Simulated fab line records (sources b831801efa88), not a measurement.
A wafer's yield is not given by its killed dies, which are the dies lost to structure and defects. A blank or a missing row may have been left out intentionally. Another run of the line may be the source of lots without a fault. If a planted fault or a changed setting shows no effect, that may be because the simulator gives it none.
fab line records	flow sky130
record lots=5	wafers=15	last-day=50
route steps=708 shown SD_P@324 RES_XHIGH@332 SD_N@342 PAD_OPEN@708
lots untouched by any fault: they come from a run of this same line in which no faults occurred
start-h: the number of hours between the record's first day and the start of the first shown wafer of the lot	wait-h: time in hours since the lot's previous step	" the same as in the row above	L1.1+2: a single row standing in for several wafers	- no value, or no start was given	* or withheld: withheld	< > ~ a bound
route shown NAME@n: NAME is a module with steps in the file, n the number in the route of the first one	usual: mean and standard deviation over wafers with no fault	same: alike in all rows	chamber/n: place in a boat	sites: each site's reading	_std_site: their standard deviation	_edge_site: inner sites' mean taken away from outer sites' mean	radius-mm: for every site, how far away it sits from the centre of the wafer	mask NAME#n: copy n	behind: the most recent tool/chamber to have shaped the wafer	hold: why the lot was held/for how many hours/how that ended	device: the transistor (n, p or np) that didn't switch	end of line: tests run on the same wafers once the route is complete	a step given without rows: its recipe and nothing more	killed: the dies lost at the first sort to structure and to defects; this is not the yield of the wafer	map: the dies of a wafer, with x for killed, . for not killed, _ for no die there
set.NAME: the setting the step ran with; set.NAME@STEP: the setting that earlier step ran with	model.NAME: the simulator's own value behind a step, which no gauge read
lots seen at some steps along the route; tables by step, rows by wafer
services: when a tool's chamber went out of use (start-h, in hours from the record's first day, below 0 if earlier), for how many hours, and the reason
## steps
# step SKY_SD_P_EXPOSE_04
# recipe mask-id=PSDM	na=0.6	source-shape=conventional	sigma-outer=0.6	polarization=unpolarized	target-cd-nm=380	dose-mj=138
# step SKY_SD_P_PEB_05
# recipe temp-c=withheld	time-s=*	resist=NOVOLAK
# step SKY_SD_P_DEVELOP_06
# recipe resist=NOVOLAK	developer=TMAH	develop-time-s=60	dev-temp-c=23
# step SKY_SD_P_CD_MEAS_07
# recipe target-cd-nm=380
# usual cd-nm=379.9/2.4
lot.wafer	tool	chamber	start-h	wait-h	cd-nm
L681.3	cd-sem-01	-	610.10	0.1	379.4
L681.4	"	-	"	"	379.7
L681.5	"	-	"	"	381.9
L683.1	cd-sem-01	-	637.33	0.1	379.2
L683.3	"	-	"	"	378.6
L683.5	"	-	"	"	379.3
L698.1	cd-sem-02	-	743.16	0.1	374.7
L698.2	"	-	"	"	375.8
L698.6	"	-	"	"	375.0
L699.1	cd-sem-02	-	755.57	0.1	377.5
L699.2	"	-	"	"	374.7
L699.3	"	-	"	"	376.9
L701.3	cd-sem-02	-	771.46	0.1	374.9
L701.4	"	-	"	"	378.7
L701.6	"	-	"	"	378.5
# step SKY_SD_P_OVL_MEAS_08
# usual SD_P_OVL=0.2/1.6
lot.wafer	tool	chamber	start-h	wait-h	SD_P_OVL[nm]
L681.3	overlay-01	-	610.19	0.1	-1.5
L681.4	"	-	"	"	-1.0
L681.5	"	-	"	"	0.7
L683.1	overlay-02	-	637.45	0.1	0.6
L683.3	"	-	"	"	-1.1
L683.5	"	-	"	"	-0.3
L698.1	overlay-02	-	743.28	0.1	2.3
L698.2	"	-	"	"	0.6
L698.6	"	-	"	"	1.9
L699.1	overlay-01	-	755.69	0.1	-1.7
L699.2	"	-	"	"	1.0
L699.3	"	-	"	"	-0.6
L701.3	overlay-02	-	771.55	0.1	2.2
L701.4	"	-	"	"	4.0
L701.6	"	-	"	"	1.3
# step SKY_SD_P_IMPLANT_09
# recipe species=BF2	energy-kev=20	dose-cm2=3e+15	tilt-deg=0
# step SKY_SD_P_STRIP_10
# recipe chemistry=O2/N2	power-w=1400	pressure-mtorr=1500	platen-temp-c=withheld	o2-flow-sccm=3000	n2-flow-sccm=300	overash-fraction=0.5
# usual drypump-motor-current-A=5.58/0.26	oes-product-au=0.617/0.0044	strip-time-to-endpoint-s=17.49/0.04
# same overash-fraction=0.5
lot.wafer	tool	chamber	start-h	wait-h	drypump-motor-current-A	oes-product-au	rf-hours-counter-h	strip-time-to-endpoint-s
L681.3	plasma-asher-04	1	610.40	0.1	5.32	0.617	-	17.51
L681.4	"	0	"	"	5.65	0.623	-	17.54
L681.5	"	1	"	"	5.34	0.609	-	17.53
L683.1	plasma-asher-04	0	637.64	0.1	5.63	0.623	90	17.44
L683.3	"	0	"	"	5.61	0.613	-	17.46
L683.5	"	1	"	"	5.27	0.619	-	17.47
L698.1	plasma-asher-04	1	743.46	0.1	5.28	0.609	0	17.55
L698.2	"	0	"	"	5.64	0.621	0	17.51
L698.6	"	0	"	"	5.65	0.621	-	17.57
L699.1	plasma-asher-01	1	755.88	0.1	6.10	0.618	32	17.50
L699.2	"	0	"	"	5.51	0.619	32	17.50
L699.3	"	1	"	"	6.10	0.614	-	17.53
L701.3	plasma-asher-04	1	771.76	0.1	5.33	0.608	-	17.48
L701.4	"	0	"	"	5.59	0.617	-	17.47
L701.6	"	1	"	"	5.33	0.623	-	17.48
# step SKY_SD_P_TW_MEAS_11
# usual SD_P_TW=2843/18
lot.wafer	tool	chamber	start-h	wait-h	SD_P_TW
L681.3	film-metro-01	-	610.48	0.1	2824
L681.4	"	-	"	"	2852
L681.5	"	-	"	"	2850
L683.1	film-metro-01	-	637.74	0.1	2836
L683.3	"	-	"	"	2840
L683.5	"	-	"	"	2837
L698.1	film-metro-02	-	743.56	0.1	2837
L698.2	"	-	"	"	2832
L698.6	"	-	"	"	2825
L699.1	film-metro-02	-	755.98	0.1	2832
L699.2	"	-	"	"	2832
L699.3	"	-	"	"	2826
L701.3	film-metro-03	-	771.85	0.1	2855
L701.4	"	-	"	"	2863
L701.6	"	-	"	"	2867
# step SKY_RES_XHIGH_DEHYDRATE_00
# recipe temp-c=200	time-s=60
# step SKY_RES_XHIGH_HMDS_01
# recipe prime-time-s=60	prime-temp-c=120
# step SKY_RES_XHIGH_COAT_02
# recipe resist=NOVOLAK	spin-rpm=3000	resist-thk-nm=1140
# step SKY_RES_XHIGH_SOFTBAKE_03
# recipe temp-c=90	time-s=60	resist=NOVOLAK
# step SKY_RES_XHIGH_EXPOSE_04
# recipe mask-id=URPM	na=0.6	source-shape=conventional	sigma-outer=0.6	polarization=unpolarized	target-cd-nm=1270	dose-mj=140
# usual exposure-dose-mJ-cm2=139.98/0.15	focus-offset-nm=0.0/0.52
# same na=0.6
lot.wafer	tool	chamber	start-h	wait-h	mask	exposure-dose-mJ-cm2	focus-offset-nm
L681.3	iline-stepper-01	0	624.38	-	URPM#0	139.96	0.8
L681.4	"	0	"	"	URPM#0	140.03	1.0
L681.5	"	0	"	"	URPM#0	139.84	-0.3
L683.1	iline-stepper-01	0	652.03	-	LDNTM#0	139.85	-0.3
L683.3	"	0	"	"	LDNTM#0	139.90	0.4
L683.5	"	0	"	"	LDNTM#0	139.72	0.2
L698.1	iline-stepper-02	0	757.79	-	URPM#0	139.97	1.0
L698.2	"	0	"	"	URPM#0	139.89	0.5
L698.6	"	0	"	"	URPM#0	140.16	1.1
L699.1	iline-stepper-01	0	769.69	-	URPM#0	139.92	0.1
L699.2	"	0	"	"	URPM#0	139.98	-0.7
L699.3	"	0	"	"	URPM#0	139.87	0.0
L701.3	iline-stepper-01	0	785.56	-	URPM#0	139.95	-0.5
L701.4	"	0	"	"	URPM#0	139.84	-0.5
L701.6	"	0	"	"	URPM#0	139.86	-0.4
# step SKY_RES_XHIGH_PEB_05
# recipe temp-c=withheld	time-s=*	resist=NOVOLAK
# step SKY_RES_XHIGH_DEVELOP_06
# recipe resist=NOVOLAK	developer=TMAH	develop-time-s=60	dev-temp-c=23
# step SKY_RES_XHIGH_IMPLANT_07
# recipe species=BF2	energy-kev=20	dose-cm2=3.6e+14	tilt-deg=0
# step SKY_RES_XHIGH_STRIP_08
# recipe chemistry=O2/N2	power-w=1400	pressure-mtorr=1500	platen-temp-c=withheld	o2-flow-sccm=3000	n2-flow-sccm=300	overash-fraction=0.5
# usual drypump-motor-current-A=5.7/0.41	oes-product-au=0.711/0.0045	strip-time-to-endpoint-s=14.27/0.034
# same overash-fraction=0.5
lot.wafer	tool	chamber	start-h	wait-h	drypump-motor-current-A	oes-product-au	rf-hours-counter-h	strip-time-to-endpoint-s
L681.3	plasma-asher-02	1	639.50	0.1	4.9	0.712	-	14.23
L681.4	"	0	"	"	6.0	0.708	-	14.26
L681.5	"	1	"	"	4.9	0.716	-	14.26
L683.1	plasma-asher-01	1	667.13	0.1	6.1	0.708	23	14.25
L683.3	"	0	"	"	5.5	0.712	-	14.23
L683.5	"	0	"	"	5.5	0.711	-	14.25
L698.1	plasma-asher-03	1	771.42	0.1	6.0	0.713	98	14.29
L698.2	"	0	"	"	5.4	0.714	98	14.28
L698.6	"	0	"	"	5.4	0.710	-	14.31
L699.1	plasma-asher-02	1	782.92	0.1	4.9	0.719	64	14.26
L699.2	"	0	"	"	6.0	0.711	64	14.28
L699.3	"	0	"	"	6.1	0.718	-	14.27
L701.3	plasma-asher-03	1	799.29	0.1	5.9	0.716	-	14.31
L701.4	"	0	"	"	5.5	0.714	-	14.24
L701.6	"	0	"	"	5.5	0.712	-	14.27
# step SKY_RES_XHIGH_TW_MEAS_09
# usual RES_XHIGH_TW=1648/12
lot.wafer	tool	chamber	start-h	wait-h	RES_XHIGH_TW
L681.3	film-metro-03	-	639.59	0.1	1662
L681.4	"	-	"	"	1662
L681.5	"	-	"	"	1658
L683.1	film-metro-01	-	667.23	0.1	30
L683.3	"	-	"	"	30
L683.5	"	-	"	"	30
L698.1	film-metro-01	-	771.52	0.1	1629
L698.2	"	-	"	"	1641
L698.6	"	-	"	"	1634
L699.1	film-metro-01	-	783.02	0.1	1631
L699.2	"	-	"	"	1635
L699.3	"	-	"	"	1631
L701.3	film-metro-02	-	799.38	0.1	1653
L701.4	"	-	"	"	1651
L701.6	"	-	"	"	1644
# step SKY_SD_N_DEHYDRATE_00
# recipe temp-c=200	time-s=60
# step SKY_PAD_OPEN_PROBE_99
lot.wafer	tool	chamber	start-h	wait-h	model.etest.sonos-uncharged.r-on-ohm-um	model.etest.tip-sonos.open	model.etest.res-xhigh-po.open
L681.3	prober-01	-	1102.97	0.2	823.1	0	0
L681.4	prober-01	-	1103.02	0.2	822.9	0	0
L681.5	prober-01	-	1103.07	0.2	813.2	0	0
L683.1	prober-02	-	1120.67	0.1	894.3	1	1
L683.3	prober-02	-	1120.77	0.2	872.6	1	1
L683.5	prober-02	-	1120.87	0.2	876.8	1	1
L699.1	prober-02	-	1195.27	0.1	817.1	0	0
L699.2	prober-02	-	1195.32	0.1	802.7	0	0
L699.3	prober-02	-	1195.37	0.2	806.9	0	0
L701.3	prober-01	-	1205.95	0.2	816	0	0
L701.4+6	prober-01	-	1206.00	0.2	842.2	0	0
L698.1	prober-02	-	1211.50	0.1	799.8	0	0
L698.2	prober-02	-	1211.55	0.1	790.9	0	0
L698.6	prober-02	-	1211.75	0.2	803.3	0	0
# killed by level:class
L681.3 CONTACT:geometric-particle:open=12 VIA1:geometric-particle:open=12 VIA3:geometric-particle:open=10 FIELD_ISO:geometric-particle:short=7 LI_CONTACT:geometric-particle:open=7 CONTACT:geometric-particle:short=7 POLY_GATE:geometric-particle:short=6 METAL4:geometric-particle:short=6
L681.4 CONTACT:geometric-particle:open=11 VIA1:geometric-particle:open=10 VIA2:geometric-particle:open=8 METAL2:geometric-particle:short=7 FIELD_ISO:geometric-particle:short=6 VIA2:geometric-particle:short=5 VIA3:geometric-particle:open=5 LI_CONTACT:geometric-particle:short=4
L681.5 CONTACT:geometric-particle:open=15 METAL1:geometric-particle:short=9 VIA1:geometric-particle:open=8 CONTACT:geometric-particle:short=6 VIA1:geometric-particle:short=6 FIELD_ISO:geometric-particle:open=5 LOCAL_INTERCONNECT:geometric-particle:short=5 VIA2:geometric-particle:open=5
L699.1 VIA1:geometric-particle:open=11 VIA1:geometric-particle:short=10 VIA3:geometric-particle:open=9 VIA2:geometric-particle:open=7 CONTACT:geometric-particle:open=6 METAL1:geometric-particle:short=5 POLY_GATE:geometric-particle:open=4 FIELD_ISO:geometric-particle:short=3
L699.2 VIA1:geometric-particle:open=13 CONTACT:geometric-particle:open=9 LOCAL_INTERCONNECT:geometric-particle:short=9 LI_CONTACT:geometric-particle:open=6 FIELD_ISO:geometric-particle:short=5 VIA3:geometric-particle:open=5 FIELD_ISO:geometric-particle:open=4 POLY_GATE:geometric-particle:short=4
L699.3 VIA1:geometric-particle:open=11 FIELD_ISO:geometric-particle:open=8 CONTACT:geometric-particle:open=8 FIELD_ISO:geometric-particle:short=6 CONTACT:geometric-particle:short=6 METAL1:geometric-particle:short=6 LI_CONTACT:geometric-particle:open=5 METAL2:geometric-particle:short=5
L701.3 VIA2:geometric-particle:open=10 LI_CONTACT:geometric-particle:open=7 CONTACT:geometric-particle:short=7 VIA3:geometric-particle:open=7 VIA1:geometric-particle:open=6 LOCAL_INTERCONNECT:geometric-particle:short=6 CONTACT:geometric-particle:open=6 POLY_GATE:geometric-particle:short=5
L701.4 VIA1:geometric-particle:open=9 CONTACT:geometric-particle:open=8 LI_CONTACT:geometric-particle:open=6 POLY_GATE:geometric-particle:short=5 METAL2:geometric-particle:short=5 LOCAL_INTERCONNECT:geometric-particle:short=4 METAL1:geometric-particle:short=4 VIA1:geometric-particle:short=4
L701.6 METAL1:geometric-particle:short=9 VIA2:geometric-particle:open=8 POLY_GATE:geometric-particle:short=7 LI_CONTACT:geometric-particle:open=7 VIA1:geometric-particle:open=7 LOCAL_INTERCONNECT:geometric-particle:short=6 FIELD_ISO:geometric-particle:short=5 METAL3:geometric-particle:short=5
L698.1 CONTACT:geometric-particle:open=13 LI_CONTACT:geometric-particle:open=8 VIA1:geometric-particle:open=8 VIA3:geometric-particle:open=7 METAL4:geometric-particle:short=5 LOCAL_INTERCONNECT:geometric-particle:short=4 FIELD_ISO:geometric-particle:short=3 FIELD_ISO:geometric-particle:open=3
L698.2 VIA2:geometric-particle:open=12 CONTACT:geometric-particle:open=12 VIA3:geometric-particle:open=6 POLY_GATE:geometric-particle:open=4 LOCAL_INTERCONNECT:geometric-particle:short=4 VIA1:geometric-particle:short=4 VIA1:geometric-particle:open=4 METAL2:geometric-particle:short=4
L698.6 LI_CONTACT:geometric-particle:open=8 FIELD_ISO:geometric-particle:short=6 METAL1:geometric-particle:short=6 CONTACT:geometric-particle:open=5 CONTACT:geometric-particle:short=4 VIA1:geometric-particle:open=4 VIA3:geometric-particle:open=4 METAL4:geometric-particle:short=4
## services
tool	chamber	start-h	hours	kind
plasma-asher-02	-	619.89	4.2	repair
plasma-asher-02	-	687.23	1.1	repair
iline-stepper-02	-	718.87	19.8	repair
plasma-asher-04	-	733.75	9.0	pm
plasma-asher-04	0	733.75	9.0	vent-cycle
plasma-asher-04	1	733.75	9.0	vent-cycle
plasma-asher-01	-	737.01	1.2	repair
iline-stepper-02	-	740.06	1.7	pm
plasma-asher-04	0	742.75	-	clean
plasma-asher-04	1	742.75	-	clean
plasma-asher-04	-	760.60	1.2	repair
iline-stepper-01	-	776.37	1.7	pm
iline-stepper-02	-	790.84	7.6	repair
## key
first-sign step=SKY_RES_XHIGH_EXPOSE_04	reading=mask	direction=changed
effect step=SKY_RES_XHIGH_TW_MEAS_09	reading=RES_XHIGH_TW	direction=down	sigmas=99+	usual=1648	struck=30
model-effect step=SKY_PAD_OPEN_PROBE_99	value=etest.sonos-uncharged.r-on-ohm-um	without=803.2	struck=881.2
met-at SKY_RES_XHIGH_EXPOSE_04
struck-wafers L683.1,L683.3,L683.5
sort-left-out L683.1,L683.3,L683.5
tester-left-out L683
onset-between 624.38 652.03
fault kind=wrong-mask	tool=any	chamber=-	onset-h=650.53	steps=SKY_RES_XHIGH_EXPOSE_04	aux-copy=LDNTM#0	scope=struck-lots-only
# tester-left-out: of these lots the tester's yield and bins aren't shown, on N5 and GAA mostly nor the transistor test; their killed dies are dies lost to structure and defects alone, not to doping, threshold or leakage, so they don't give the yield
# sort-left-out: the simulated sort isn't trusted on such a fault, so these wafers' sort isn't shown, and their yield isn't known
